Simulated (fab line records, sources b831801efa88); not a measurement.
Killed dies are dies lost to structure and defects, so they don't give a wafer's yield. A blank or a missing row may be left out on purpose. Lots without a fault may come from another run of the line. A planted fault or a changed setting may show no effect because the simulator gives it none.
Chamber matching | flow sky130 | SKY_FIELD_ISO_CMP_27 on cmp-01: 4 sister chambers
The step polishes, stops on Si3N4, t overpolish 16 s, target thk 457.8 nm. 4 wafers are shown with their chamber, then 8 later ones without.

WAFERS WITH THEIR CHAMBER
wafer  | chamber | motor_current_A (A)
L083.6 | 3       | 10.3
L086.1 | 0       | 9.8
L086.3 | 2       | 13.6
L089.1 | 1       | 13.5

WAFERS WITHOUT THEIR CHAMBER
wafer  | motor_current_A (A)
L089.2 | 10.5
L089.3 | 14.0
L090.1 | 10.4
L090.2 | 12.2
L090.5 | 10.3
L092.2 | 13.6
L092.4 | 13.2
L092.5 | 13.0

WHICH CHAMBER EACH WENT THROUGH
wafer  | from the rows above          | in truth
L089.2 | can't be placed: 3 or 0      | 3
L089.3 | can't be placed: 2 or 1      | 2
L090.1 | can't be placed: 3 or 0      | 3
L090.2 | can't be placed: 1 or 2 or 3 | 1
L090.5 | can't be placed: 3 or 0      | 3
L092.2 | can't be placed: 2 or 1      | 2
L092.4 | can't be placed: 1 or 2      | 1
L092.5 | can't be placed: 1 or 2      | 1
Placed correctly: 0 of 8. Can't be placed from these rows: 8 (the true chamber is among the candidates in 8). Placed wrongly: 0.
How it was worked out, from the rows above alone: a wafer's distance from a chamber is the root of the sum, over the readings, of the square of ((its reading less the chamber's mean) divided by the reading's scatter). The wafer belongs to the nearest chamber; if the next one is less than 2 further off, it can't be placed. A chamber's mean is the mean of its shown wafers. The scatter: with one shown wafer a chamber, the root of the mean of the squares of how far each hidden wafer lies from its nearest shown one.
